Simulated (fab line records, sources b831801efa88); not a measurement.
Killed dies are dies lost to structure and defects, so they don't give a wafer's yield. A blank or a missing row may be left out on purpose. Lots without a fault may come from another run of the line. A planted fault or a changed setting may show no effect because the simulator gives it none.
A struck lot beside a sound one | flow sky130 | 15 steps out of a route of 708
Sound: wafers L743.1, L743.3, L743.6. Struck: wafers L753.1, L753.2, L753.4. The cause comes at the end.
At each step with rows: each side's tool, then ch and its chambers, then its first start. Under that, the readings that differ: sound wafers | struck wafers | difference of the means | sigmas: that difference in standard deviations of wafers without a fault.
alike: readings whose means differ by less than 2 such deviations, and words and numbers that are the same on both sides. not compared: withheld readings, readings that some wafer has no value for, bounds like >300 that may hide the same value, and numbers for which the record gives no deviation and whose values overlap.
The two part at a step that has a row with sigmas, a row that says differs or no value, or rows on one side only. Numbers that don't overlap but have no deviation are shown without sigmas and don't part them. A reading that every wafer of one side lacks parts them only if that side has two wafers or more.

first, 8 steps without rows for these wafers: SKY_METAL4_DEHYDRATE_05 (time 60 s); SKY_METAL4_HMDS_06 (prime time 60 s); SKY_METAL4_COAT_07 (resist thk 60 nm); SKY_METAL4_COAT_08 (resist thk 1140 nm); SKY_METAL4_SOFTBAKE_09 (time 90 s); SKY_METAL4_EXPOSE_10 (exposes mask MM4, target cd 300 nm); SKY_METAL4_PEB_11; SKY_METAL4_DEVELOP_12 (develop time 60 s).
SKY_METAL4_CD_MEAS_13: target cd 300 nm.
  sound on cd_sem-02, day 44 10:25; struck on cd_sem-02, day 46 04:04
  alike: cd_nm
SKY_METAL4_OVL_MEAS_14:
  sound on overlay-02, day 44 10:32; struck on overlay-02, day 46 04:11
  alike: METAL4_OVL
SKY_METAL4_DESCUM_15: chemistry O2, time 8 s.
  sound on rie_metal-03 ch 1, day 44 10:34; struck on rie_metal-02 ch 0,1, day 46 04:13
  reading                     | sound       | struck      | difference | sigmas
  drypump_motor_current_A (A) | 5.3 5.4 5.4 | 6.0 6.5 6.0 | +0.8       | +2
  alike: chamber_pressure_mTorr, he_backside_leak_sccm, oes_product_au
  not compared: rf_hours_counter_h
SKY_METAL4_ETCH_16: etches BARC in N2/H2, stops on SiO2, time 88.2 s, target depth 60 nm.
  sound on rie_metal-03 ch 1, day 44 10:37; struck on rie_metal-02 ch 0,1, day 46 04:15
  reading                     | sound       | struck      | difference | sigmas
  drypump_motor_current_A (A) | 5.4 5.4 5.4 | 6.0 6.4 6.0 | +0.7       | +2
  alike: chamber_pressure_mTorr, he_backside_leak_sccm, oes_product_au, rf_fwd_power_W, throttle_valve_pct
  not compared: rf_hours_counter_h
SKY_METAL4_ETCH_17: etches SiO2 in C4F8/O2/Ar, stops on TiN, time 3.9 s, target depth 15 nm.
  sound on rie_diel-01 ch 0,2,3, day 44 10:44; struck on rie_diel-03 ch 1,2, day 46 04:21
  reading            | sound          | struck         | difference | sigmas
  rf_fwd_power_W (W) | 1456 1470 1467 | 1714 1699 1707 | +242       | +32
  alike: chamber_pressure_mTorr, oes_product_au
  not compared: rf_hours_counter_h
SKY_METAL4_METAL_ETCH_18: etches the open film in Cl2/BCl3, stops on SiO2, target depth 845 nm, time 183.1 s.
  sound on rie_metal-02 ch 0,1, day 44 10:46; struck on rie_metal-04 ch 0,1, day 46 04:23
  alike: chamber_pressure_mTorr, drypump_motor_current_A, he_backside_leak_sccm, mfc_cl2_sccm, oes_product_au, rf_fwd_power_W, throttle_valve_pct
  not compared: rf_hours_counter_h
-- the record jumps here: 3 days lie between the struck wafers' starts before and after (it left off in module METAL4 and takes up again in module PAD_OPEN, whose first step shown is number 708 of the route) --
SKY_PAD_OPEN_PROBE_99:
  the record has rows for the struck wafers here (prober-01, day 49 14:14) and none for the sound ones

WHERE THEY PART
First at SKY_METAL4_DESCUM_15; last, within this record, at SKY_PAD_OPEN_PROBE_99.

WHY: what the simulator had put in
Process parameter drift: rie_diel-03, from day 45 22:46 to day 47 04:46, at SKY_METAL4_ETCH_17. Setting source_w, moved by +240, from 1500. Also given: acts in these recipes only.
